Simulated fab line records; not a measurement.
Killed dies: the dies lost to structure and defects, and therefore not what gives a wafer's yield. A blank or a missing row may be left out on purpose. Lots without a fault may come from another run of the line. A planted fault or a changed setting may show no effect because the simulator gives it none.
Which tool is to blame?    flow gf180mcu    12 lots, 36 wafers sampled, at 6 steps of a route of 602

== WHAT THE GAUGES SHOWED, per wafer ==
GF_NWELL_OVL_MEAS_07. Usual: NWELL_OVL typically reads 0.8 nm, with standard deviation 1.4.
lot   measured     on          NWELL_OVL (nm)  flag
L457  day 3 07:37  overlay-01  1.9 0.8 1.0     
L459  day 3 18:04  overlay-02  1.9 1.6 2.6     
L461  day 4 06:05  overlay-02  -0.4 0.4 -0.5   
L462  day 4 10:58  overlay-02  1.2 2.1 2.8     
L463  day 4 15:08  overlay-01  1.7 2.0 2.2     
L464  day 4 21:50  overlay-02  -1.6 -1.0 -1.2  
L466  day 5 08:04  overlay-01  2.2 1.5 1.7     
L475  day 7 09:02  overlay-01  0.3 2.4 2.2     
L476  day 7 14:23  overlay-02  -0.1 2.4 0.4    
L477  day 7 20:16  overlay-01  2.3 1.2 1.3     
L478  day 8 02:25  overlay-01  0.5 3.5 2.1     
L479  day 8 08:16  overlay-02  -0.6 1.9 -1.8   

GF_MVPSD_TW_MEAS_11. Usual: MVPSD_TW typically reads 558.8, with standard deviation 2.7.
lot   measured      on             MVPSD_TW           flag
L457  day 5 00:46   film metro-01  557.8 559.4 558.2  
L459  day 5 12:41   film metro-02  563.2 560.7 559.2  
L461  day 6 02:18   film metro-02  561.5 560.1 561.8  
L462  day 6 07:25   film metro-03  560.9 564.0 562.2  
L463  day 6 12:11   film metro-03  560.9 560.7 559.0  
L464  day 6 19:26   film metro-01  556.0 554.5 553.7  
L466  day 7 05:47   film metro-01  554.8 555.1 555.7  
L475  day 9 11:52   film metro-03  578.7 578.9 579.8  OFF
L476  day 9 18:27   film metro-03  576.4 577.4 578.6  OFF
L477  day 9 23:28   film metro-01  557.1 556.1 557.4  
L478  day 10 07:25  film metro-01  560.5 556.0 560.3  
L479  day 10 13:14  film metro-02  560.1 564.1 562.8  

GF_VT_IMPLANT_RS_MEAS_49: measures by four-point-probe. Usual: MVPSD_RS typically reads 1168 ohm/sq, with standard deviation 3.7.
lot   measured      on             MVPSD_RS (ohm/sq)  flag
L457  day 7 13:43   film metro-01  1165 1165 1163     
L459  day 8 03:11   film metro-02  1166 1167 1168     
L461  day 8 18:30   film metro-01  1161 1160 1162     
L462  day 9 00:13   film metro-03  1169 1170 1166     
L463  day 9 06:15   film metro-01  1160 1164 1165     
L464  day 9 13:56   film metro-02  1169 1169 1167     
L466  day 10 01:47  film metro-02  1167 1165 1169     
L475  day 12 13:30  film metro-02  1057 1059 1058     OFF
L476  day 12 20:15  film metro-01  1061 1062 1061     OFF
L477  day 13 04:40  film metro-01  1166 1166 1164     
L478  day 13 12:26  film metro-03  1165 1168 1167     
L479  day 13 17:59  film metro-01  1163 1166 1162     

== EACH LOT AND THE TOOL THAT RAN IT (in order: tool; ch and the chambers of the sampled wafers; start) ==
lot   GF_STI_CMP_25                 GF_LVPWELL_STRIP_10                  GF_MVPSD_IMPLANT_09
L457  cmp-02 ch 0,1, day 2 03:52    plasma asher-03 ch 0,1, day 3 21:19  implanter-02 ch 0, day 5 00:31
L459  cmp-02 ch 0,1, day 2 14:29    plasma asher-03 ch 0, day 4 07:25    implanter-02 ch 0, day 5 12:26
L461  cmp-02 ch 1,2,3, day 3 00:46  plasma asher-03 ch 0,1, day 4 20:31  implanter-02 ch 0, day 6 02:04
L462  cmp-01 ch 0,1,2, day 3 06:18  plasma asher-03 ch 0, day 5 01:37    implanter-04 ch 0, day 6 07:10
L463  cmp-01 ch 2,3, day 3 10:10    plasma asher-02 ch 0,1, day 5 06:02  implanter-04 ch 0, day 6 11:58
L464  cmp-02 ch 0,3, day 3 16:58    plasma asher-01 ch 0, day 5 12:56    implanter-02 ch 0, day 6 19:13
L466  cmp-02 ch 2,3, day 4 01:38    plasma asher-03 ch 0,1, day 5 22:33  implanter-02 ch 0, day 7 05:32
L475  cmp-02 ch 0,2,3, day 6 00:50  plasma asher-01 ch 0,1, day 8 01:14  implanter-02 ch 0, day 9 11:38
L476  cmp-01 ch 0,3, day 6 04:52    plasma asher-02 ch 0,1, day 8 07:40  implanter-02 ch 0, day 9 18:14
L477  cmp-01 ch 0,2,3, day 6 10:38  plasma asher-02 ch 0,1, day 8 13:20  implanter-01 ch 0, day 9 23:13
L478  cmp-01 ch 0,2,3, day 6 15:33  plasma asher-02 ch 0,1, day 8 19:23  implanter-04 ch 0, day 10 07:10
L479  cmp-01 ch 0,1, day 6 21:07    plasma asher-02 ch 0,1, day 9 01:34  implanter-04 ch 0, day 10 12:59
- GF_STI_CMP_25: polishes, stops on Si3N4, t overpolish 33 s, target thk 524.6 nm.
- GF_LVPWELL_STRIP_10: strips in O2/N2.
- GF_MVPSD_IMPLANT_09

== AS READ BY THE TOOLS THEMSELVES (means over the sampled wafers that have a number; for cases with no such wafer, the mark the record gives instead) ==
GF_STI_CMP_25. Usual: edge zone pressure frac 1.000, standard deviation 0.0045; motor current A 11.4 A, standard deviation 0.68; overpolish run s 33.000 s, standard deviation 0.0096; platen rpm 60.00 rpm, standard deviation 0.046; time to endpoint s 122 s, standard deviation 6.2.
lot   tool    edge zone pressure frac  motor current A (A)  overpolish run s (s)  platen rpm (rpm)  time to endpoint s (s)  flag
L457  cmp-02  1.000                    11.3                 33.003                60.03             117                     
L459  cmp-02  1.000                    11.5                 33.006                59.99             121                     
L461  cmp-02  0.998                    11.4                 32.997                59.97             117                     
L462  cmp-01  1.002                    12.2                 32.994                60.04             133                     
L463  cmp-01  0.999                    10.9                 33.003                59.97             132                     
L464  cmp-02  0.995                    11.8                 32.991                60.01             113                     
L466  cmp-02  1.001                    11.5                 32.991                60.00             120                     
L475  cmp-02  1.003                    11.2                 32.999                60.03             117                     
L476  cmp-01  1.001                    11.9                 32.989                59.95             124                     
L477  cmp-01  0.997                    11.5                 32.996                60.03             122                     
L478  cmp-01  1.002                    11.4                 33.001                60.00             126                     
L479  cmp-01  1.001                    12.5                 32.997                60.04             126                     

GF_LVPWELL_STRIP_10. Usual: drypump motor current A 5.8 A, standard deviation 0.34; heater power w 295 W, standard deviation 13; oes product au 0.722 a.u., standard deviation 0.0048; strip time to endpoint s 36.87 s, standard deviation 0.12.
lot   tool             drypump motor current A (A)  heater power w (W)  oes product au (a.u.)  strip time to endpoint s (s)  flag
L457  plasma asher-03  5.6                          309                 0.726                  36.83                         
L459  plasma asher-03  5.9                          299                 0.720                  36.85                         
L461  plasma asher-03  5.6                          316                 0.725                  36.62                         
L462  plasma asher-03  5.9                          296                 0.724                  37.02                         
L463  plasma asher-02  5.8                          291                 0.723                  36.83                         
L464  plasma asher-01  6.1                          310                 0.724                  36.87                         
L466  plasma asher-03  5.6                          308                 0.725                  36.85                         
L475  plasma asher-01  6.2                          296                 0.719                  36.93                         
L476  plasma asher-02  5.6                          284                 0.722                  36.93                         
L477  plasma asher-02  5.8                          286                 0.723                  36.79                         
L478  plasma asher-02  5.6                          284                 0.728                  36.84                         
L479  plasma asher-02  5.6                          287                 0.726                  36.98                         

GF_MVPSD_IMPLANT_09. Usual: dose ions cm2 4.999e+12, standard deviation 5.6e+09; faraday current uA 28.2, standard deviation 0.55.
lot   tool          dose ions cm2  faraday current uA  flag
L457  implanter-02  4.998e+12      28.1                
L459  implanter-02  5.000e+12      28.2                
L461  implanter-02  5.003e+12      28.0                
L462  implanter-04  5.005e+12      28.2                
L463  implanter-04  4.990e+12      27.9                
L464  implanter-02  5.000e+12      28.1                
L466  implanter-02  4.994e+12      28.1                
L475  implanter-02  8.027e+12      46.2                OFF
L476  implanter-02  8.020e+12      45.9                OFF
L477  implanter-01  5.003e+12      28.2                
L478  implanter-04  5.000e+12      28.6                
L479  implanter-04  4.998e+12      28.4                

== THE ANSWER, worked out from the rows above alone ==
Rule: lot off if the mean of its wafers having a number is beyond 3 standard deviations from the usual mean. Also off: a lot with no number at a reading for which 4 or more lots have one. Any other lot the step has rows for is counted as sound. The gauges are gone through in route order, then the tools' own readings, and for those a lot's mean is taken as printed above. The first step at which some lot is off is used, and at that step the reading that is off furthest; a lot without a number counts as furthest.
Off: L475, L476, at GF_MVPSD_TW_MEAS_11 (MVPSD_TW).
A tool fits if, at a process step before that reading, it ran every lot that is off, and no sound lot after the first of them. The gauges at GF_MVPSD_TW_MEAS_11 aren't tried: what is off there is off at GF_VT_IMPLANT_RS_MEAS_49 too, on other tools, and a gauge's error can't cause that. One fits: GF_MVPSD_IMPLANT_09 on implanter-02. A fault onset in the window from L466 (day 7 05:32, its last sound lot) to L475 (day 9 11:38, its first lot off) fits.
The tool's own readings at GF_MVPSD_IMPLANT_09 bear it out: on the lots that are off they differ by more than 5 times the standard deviation of the sound lots' means. dose ions cm2 reads 8.024e+12 there against 4.999e+12 on the sound lots; faraday current uA reads 46.0 there against 28.2 on the sound lots.

== WHAT THE SIMULATOR PUT IN ==
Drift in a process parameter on implanter-02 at GF_MVPSD_IMPLANT_09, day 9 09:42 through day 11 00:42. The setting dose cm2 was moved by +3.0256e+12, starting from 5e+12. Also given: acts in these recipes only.
Lots struck among those shown: L475, L476. The rule above reached the same finding.
